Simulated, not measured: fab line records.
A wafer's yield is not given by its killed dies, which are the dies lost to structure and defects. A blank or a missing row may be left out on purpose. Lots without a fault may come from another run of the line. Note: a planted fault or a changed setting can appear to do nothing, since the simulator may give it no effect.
2 desks looking at one fault :: flow sky130 :: numbers are kept per desk, each desk with only its own; the story behind them comes last

== THE METROLOGY DESK ==
Lot by lot, what the gauges showed, no matter which tool ran the lot: averages of those sampled wafers that carry a number. Any lot whose mean is over 4 standard deviations away from the usual mean is out of limits and marked OUT; that distance is given in the brackets.
Columns: A = NWELL_OXIDATION_THK at SKY_NWELL_THK_MEAS_02, usual 10.03 nm
lot: L110
first seen here: day 2 09:06
A: 10.17

lot: L111
first seen here: day 2 16:54
A: 10.30

lot: L113
first seen here: day 3 04:27
A: 10.32

lot: L114
first seen here: day 3 10:52
A: 10.17

lot: L115
first seen here: day 3 13:32
A: 10.12

lot: L116
first seen here: day 3 17:56
A: 10.29

lot: L119
first seen here: day 4 10:52
A: 9.89

lot: L122
first seen here: day 5 04:05
A: 10.05

lot: L123
first seen here: day 5 07:37
A: 9.94

lot: L124
first seen here: day 5 15:20
A: 9.83

lot: L127
first seen here: day 6 03:52
A: 9.89

lot: L128
first seen here: day 6 10:41
A: 9.79

lot: L133
first seen here: day 7 14:26
A: 10.06
Finding of this desk: none of the 13 lots has anything out of limits.

== TOOL OWNER'S DESK, implanter-01 ==
For each lot that ran on this tool, the mean over its sampled wafers that have a number, from the tool's own readings at SKY_NWELL_IMPLANT_13. Any lot whose mean is over 4 standard deviations away from the usual mean is out of limits and marked OUT; that distance is given in the brackets.
Columns: A = beam energy keV at SKY_NWELL_IMPLANT_13, usual 50.000; B = dose ions cm2 at SKY_NWELL_IMPLANT_13, usual 7.002e+11
lot: L114
first seen here: day 5 14:38
A: 49.998
B: 7.005e+11

lot: L116
first seen here: day 5 22:03
A: 50.009
B: 6.998e+11

lot: L122
first seen here: day 7 14:04
A: 50.000
B: 6.987e+11

lot: L124
first seen here: day 8 00:21
A: 50.000
B: 7.003e+11

lot: L127
first seen here: day 8 15:16
A: 49.993
B: 7.127e+11 (+16) OUT

lot: L133
first seen here: day 10 04:43
A: 49.996
B: 7.141e+11 (+17) OUT
Finding of this desk: L127, L133 out of limits; the first was L127 at day 8 15:16, on dose ions cm2 at SKY_NWELL_IMPLANT_13. Within limits: L114, L116, L122, L124.

== ALL TOGETHER ==
The tool owner's desk had the chance to raise an alarm at day 8 15:16 on L127, L133.
The metrology desk saw nothing out of limits.
The metrology desk has L127, L133 on record, within its limits.
On implanter-01, each named lot ran SKY_NWELL_IMPLANT_13.

== WHAT HAD BEEN PUT IN BY THE SIMULATOR ==
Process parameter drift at SKY_NWELL_IMPLANT_13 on implanter-01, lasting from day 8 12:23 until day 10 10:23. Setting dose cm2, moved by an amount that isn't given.
Struck lots among those shown: L127, L133.
How many hours passed from the start of the fault until each desk's first out-of-limits reading: the tool owner's desk, 3.
